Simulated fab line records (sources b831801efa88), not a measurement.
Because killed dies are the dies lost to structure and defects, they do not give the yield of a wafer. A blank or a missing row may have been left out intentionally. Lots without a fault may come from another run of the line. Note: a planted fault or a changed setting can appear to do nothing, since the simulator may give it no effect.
Problem report, 8D (eight disciplines) form, completed by code    flow sky130    the parts of the form that need people (team, actions taken, sign-off) are left out

## 1. THE PROBLEM
Mean of rfFwdPowerW at SKY_FIELD_ISO_ETCH_14: 414.9 W across 2 wafers in 2 lots; on wafers with no fault it is 494.9 W (standard deviation 2.2). Relative to the usual mean, that is a shift of -36 standard deviations.
The step: etches BARC in N2/H2, stops on SiO2, time 45.9 s, target depth 60 nm.
Earliest sighting: wafer L583.5 on rieDiel-03 at day 5 12:04. Wafers with a number at this step in the record: 18, from 6 lots. The rule behind "out" and "out of limits": a value lying over 4 standard deviations away from the usual mean. Any other wafer with a number is counted as sound.

## 2. WHAT THIS IS AND IS NOT
question                     is                is not
which readings at this step  rfFwdPowerW       drypumpMotorCurrentA, n2FlowSccm, oesProductAu, throttleValvePct
which lots                   L583, L584        L570, L575, L577, L591
which wafers of those lots   L583.5, L584.1    L583.3, L583.6, L584.3, L584.4
read on which tools          rieDiel-03        rieDiel-02
when                         from day 5 12:04  up to then (11 sound wafers); but 5 sound wafers of L584, L591 came after

## 3. WHAT RULES OUT EACH SUSPECT
Counting: if a tool at a process step up to the reading ran every lot that is out, it stays a suspect. Sound lots after the first of them don't rule it out here, since some wafers of a struck lot are sound.
- rieDiel-03 at SKY_FIELD_ISO_ETCH_14 (etches BARC in N2/H2, stops on SiO2, time 45.9 s, target depth 60 nm): kept. Every lot that is out went through it, the first being L583 (day 5 12:04); the last sound lot it ran before that was L577 (day 4 03:42). On those wafers its own readings are out: rfFwdPowerW.
- At SKY_FIELD_ISO_ETCH_14, inside rieDiel-03: chamber 2 took the wafers that are out, while their sound lot-mates went through chambers 0, 1, 3.
The count leaves rieDiel-03 at SKY_FIELD_ISO_ETCH_14.

## 4. THE CAUSE (what the simulator had put in)
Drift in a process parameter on rieDiel-03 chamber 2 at SKY_FIELD_ISO_ETCH_14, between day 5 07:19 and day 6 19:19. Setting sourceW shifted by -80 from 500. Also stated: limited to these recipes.
Counting left only this tool.

## 5. THE CHAIN OF EFFECTS, in route order
One row per reading whose mean, taken over the struck wafers that have a number, lies over 3 standard deviations from the usual. Scope: only readings with a usual standard deviation given in the record; hours: median across lots of the time from each lot's start at the first step in this table that gives one to its start at this step; sigmas: change in usual standard deviations.
hours  step                    reading               usual    on struck wafers  change  sigmas
0      SKY_FIELD_ISO_ETCH_14   rfFwdPowerW           494.9 W  414.9             -80.0   -36
0      SKY_FIELD_ISO_STRIP_16  stripTimeToEndpointS  3.55 s   3.67              +0.12   +3.6
Here are the process steps it includes:
- SKY_FIELD_ISO_ETCH_14: etches BARC in N2/H2, stops on SiO2, time 45.9 s, target depth 60 nm.
- SKY_FIELD_ISO_STRIP_16: strips in O2/N2.

## 6. WHAT WOULD HAVE CAUGHT IT SOONER
In this record the first reading out of limits was taken at day 5 12:04, 5 hours after the fault began at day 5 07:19.
